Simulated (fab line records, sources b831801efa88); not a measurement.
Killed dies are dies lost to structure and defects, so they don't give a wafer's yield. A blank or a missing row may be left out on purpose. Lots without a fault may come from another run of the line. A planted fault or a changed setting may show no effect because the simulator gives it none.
A struck lot beside a sound one | flow gf180mcu | 25 steps out of a route of 602
Sound: wafers L626.1, L626.3, L626.4. Struck: wafers L617.3, L617.5, L617.6. The cause comes at the end.
At each step with rows: each side's tool, then ch and its chambers, then its first start. Under that, the readings that differ: sound wafers | struck wafers | difference of the means | sigmas: that difference in standard deviations of wafers without a fault.
alike: readings whose means differ by less than 2 such deviations, and words and numbers that are the same on both sides. not compared: withheld readings, readings that some wafer has no value for, bounds like >300 that may hide the same value, and numbers for which the record gives no deviation and whose values overlap.
The two part at a step that has a row with sigmas, a row that says differs or no value, or rows on one side only. Numbers that don't overlap but have no deviation are shown without sigmas and don't part them. A reading that every wafer of one side lacks parts them only if that side has two wafers or more.

first, 6 steps without rows for these wafers: GF_TOP_METAL_HMDS_08 (prime time 60 s); GF_TOP_METAL_COAT_09 (resist thk 1500 nm); GF_TOP_METAL_SOFTBAKE_10 (time 60 s); GF_TOP_METAL_EXPOSE_11 (exposes mask MetalTop, target cd 440 nm); GF_TOP_METAL_PEB_12; GF_TOP_METAL_DEVELOP_13 (develop time 60 s).
GF_TOP_METAL_CD_MEAS_14: target cd 440 nm.
  sound on cd_sem-01, day 32 14:31; struck on cd_sem-01, day 30 06:34
  reading    | sound             | struck            | difference | sigmas
  cd_nm (nm) | 446.4 444.4 443.5 | 437.7 436.5 439.8 | -6.8       | -3
GF_TOP_METAL_OVL_MEAS_15:
  sound on overlay-01, day 32 14:38; struck on overlay-02, day 30 06:40
  alike: TOP_METAL_OVL
GF_TOP_METAL_METAL_ETCH_16: etches the open film in Cl2/BCl3, stops on SiO2, target depth 1077.5 nm, time 179.6 s.
  sound on rie_metal-02 ch 0,1, day 32 14:40; struck on rie_metal-01 ch 0,1, day 30 06:45
  alike: chamber_pressure_mTorr, drypump_motor_current_A, mfc_cl2_sccm, oes_product_au, throttle_valve_pct
  not compared: rf_hours_counter_h
GF_TOP_METAL_STRIP_17: strips in O2/N2.
  sound on plasma_asher-03 ch 0,1, day 32 14:50; struck on plasma_asher-02 ch 0,1, day 30 06:54
  alike: chamber_pressure_mTorr, drypump_motor_current_A, heater_power_w, oes_product_au, platen_temp_c, strip_time_to_endpoint_s
  not compared: rf_hours_counter_h
then, 2 steps without rows for these wafers: GF_TOP_METAL_STRIP_18 (strips in post etch residue remover, time 1200 s); GF_TOP_METAL_CLEAN_19 (cleans in DIW).
GF_PASSIVATION_CVD_00: deposits SiO2 from TEOS, target thk 1000 nm, time 111.95 s.
  sound on pecvd-01 ch 1,2, day 32 15:23; struck on pecvd-04 ch 1,2, day 30 07:45
  no value came back on the struck wafers for heater_power_outer_w (W), heater_power_w (W); on the sound wafers heater_power_outer_w (W) reads 281 288 316
GF_PASSIVATION_CVD_02: deposits Si3N4, target thk 700 nm, time 486.18 s.
  sound on pecvd-04 ch 0,2, day 32 15:32; struck on pecvd-02 ch 0,1, day 30 07:53
  alike: heater_power_outer_w, heater_power_w
then, 7 steps without rows for these wafers: GF_PASSIVATION_DEHYDRATE_04 (time 60 s); GF_PASSIVATION_HMDS_05 (prime time 60 s); GF_PASSIVATION_COAT_06 (resist thk 4000 nm); GF_PASSIVATION_SOFTBAKE_07; GF_PASSIVATION_EXPOSE_08 (exposes mask Pad, target cd 40000 nm); GF_PASSIVATION_PEB_09; GF_PASSIVATION_DEVELOP_10 (develop time 57.17 s).
GF_PASSIVATION_ETCH_11: etches the open film in CF4/O2, stops on TiN, target depth 1800 nm, time 400 s.
  sound on rie_diel-02 ch 0,2,3, day 33 07:19; struck on rie_diel-04 ch 0,3, day 31 02:33
  reading                                 | sound             | struck            | difference | sigmas
  oes_product_au (a.u.)                   | 0.966 0.946 0.965 | 0.999 0.973 1.002 | +0.032     | +4
  model.etch.depth_nm (nm)                | 1707 1671 1704    | 1800 1740 1800    | +86        |
  model.PASSIVATION.feature_depth_nm (nm) | 1707 1671 1704    | 1800 1740 1800    | +86        |
  alike: chamber_pressure_mTorr, drypump_motor_current_A, throttle_valve_pct
  not compared: rf_hours_counter_h
GF_PASSIVATION_STRIP_12: strips in O2/N2.
  sound on plasma_asher-02 ch 0,1, day 33 07:33; struck on plasma_asher-02 ch 0,1, day 31 02:49
  alike: chamber_pressure_mTorr, drypump_motor_current_A, heater_power_w, oes_product_au, platen_temp_c, strip_time_to_endpoint_s
  not compared: rf_hours_counter_h
then, 1 step without rows for these wafers: GF_PASSIVATION_ANNEAL_13 (time 1800 s).
GF_PASSIVATION_BOW_MEAS_14:
  sound on film_metro-01, day 33 09:09; struck on film_metro-02, day 31 04:26
  reading              | sound       | struck   | difference | sigmas
  PASSIVATION_BOW (um) | 139 136 130 | 92 91 98 | -41        | -4

WHERE THEY PART
First at GF_TOP_METAL_CD_MEAS_14; last, within this record, at GF_PASSIVATION_BOW_MEAS_14.

WHY: what the simulator had put in
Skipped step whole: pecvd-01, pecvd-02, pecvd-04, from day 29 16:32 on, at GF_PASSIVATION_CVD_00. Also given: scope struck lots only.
